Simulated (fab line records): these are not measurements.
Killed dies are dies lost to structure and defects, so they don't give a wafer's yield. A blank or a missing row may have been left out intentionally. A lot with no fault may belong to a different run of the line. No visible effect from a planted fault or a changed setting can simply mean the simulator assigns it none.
Which tool is to blame? | flow sky130 | Sampling: 11 lots, 33 wafers, 4 of 708 route steps

WHAT THE GAUGES READ, wafer by wafer
SKY_GATE_OXIDE_TW_MEAS_14.
lot  | measured     | on           | GATE_OXIDE_TW
L294 | day 13 10:17 | filmMetro-02 | 223.5 223.2 224.3
L295 | day 14 02:59 | filmMetro-02 | 224.0 225.1 225.0
L297 | day 15 14:25 | filmMetro-02 | 223.3 222.4 224.2
L300 | day 16 14:29 | filmMetro-03 | 227.1 228.6 226.7
L301 | day 16 14:50 | filmMetro-02 | 225.5 225.4 225.6
L309 | day 19 00:44 | filmMetro-03 | 223.4 223.7 224.0
L313 | day 21 08:35 | filmMetro-04 | 226.9 227.6 227.8
L315 | day 21 11:49 | filmMetro-04 | 225.7 226.7 226.5
L317 | day 22 00:18 | filmMetro-02 | 222.9 222.7 223.4

WHICH TOOL RAN EACH LOT (tool, then ch and the chambers of the sampled wafers, then the start)
lot  | SKY_FIELD_ISO_ETCH_14            | SKY_FIELD_ISO_ETCH_15            | SKY_FIELD_ISO_STRIP_16
L294 | rieDiel-03 ch 1,2,3, day 2 05:31 | rieDiel-03 ch 1,2,3, day 2 05:33 | plasmaAsher-01 ch 0,1, day 2 05:37
L295 | rieDiel-04 ch 0,1, day 2 10:37   | rieDiel-04 ch 0,1, day 2 10:40   | plasmaAsher-03 ch 0,1, day 2 10:45
L297 | rieDiel-04 ch 0,2,3, day 2 18:49 | rieDiel-04 ch 0,2,3, day 2 18:52 | plasmaAsher-03 ch 1, day 2 18:55
L300 | rieDiel-02 ch 1,2, day 3 15:13   | rieDiel-02 ch 1,2, day 3 15:16   | plasmaAsher-03 ch 0,1, day 3 15:19
L301 | rieDiel-02 ch 1,2,3, day 3 19:49 | rieDiel-02 ch 1,2,3, day 3 19:52 | plasmaAsher-04 ch 0,1, day 3 19:55
L307 | rieDiel-02 ch 0,1, day 5 00:40   | rieDiel-02 ch 0,1, day 5 00:43   | plasmaAsher-03 ch 0,1, day 5 00:46
L308 | rieDiel-04 ch 1,2,3, day 5 05:55 | rieDiel-04 ch 1,2,3, day 5 05:58 | plasmaAsher-03 ch 0,1, day 5 06:01
L309 | rieDiel-04 ch 0,1,3, day 5 09:52 | rieDiel-04 ch 0,1,3, day 5 09:55 | plasmaAsher-03 ch 0,1, day 5 09:58
L313 | rieDiel-03 ch 0,1,3, day 6 09:40 | rieDiel-03 ch 0,1,3, day 6 09:42 | plasmaAsher-01 ch 1, day 6 09:46
L315 | rieDiel-04 ch 0,1,3, day 6 17:37 | rieDiel-04 ch 0,1,3, day 6 17:40 | plasmaAsher-03 ch 0,1, day 6 17:43
L317 | rieDiel-04 ch 0,3, day 7 08:01   | rieDiel-04 ch 0,3, day 7 08:03   | plasmaAsher-01 ch 0,1, day 7 08:06
- SKY_FIELD_ISO_ETCH_14: etches BARC in N2/H2, stops on SiO2, time 45.9 s, target depth 60 nm.
- SKY_FIELD_ISO_ETCH_15: etches the open film in CHF3/O2, stops on Si, target depth 180 nm, time 72 s.
- SKY_FIELD_ISO_STRIP_16: strips in O2/N2.

THE ANSWER, worked out from the rows above alone
Rule: the lots themselves supply what counts as usual. The widest of any qualifying gaps counts: lots, ordered by their means at a reading, are off when they make up no more than a third of the lots, leave a main group of 4 or more, and stand apart from it by 3 or more times the standard deviation of that group's means. A main group whose means are all the same, to the digits that the tables above print for the reading, isn't used. A lot without any number at a reading at which 4 lots or more have one is off too. The other lots that the step has rows for count as sound.
Across all readings shown, no lot is off: no conclusion can be drawn from this.

WHAT HAD BEEN PUT IN BY THE SIMULATOR
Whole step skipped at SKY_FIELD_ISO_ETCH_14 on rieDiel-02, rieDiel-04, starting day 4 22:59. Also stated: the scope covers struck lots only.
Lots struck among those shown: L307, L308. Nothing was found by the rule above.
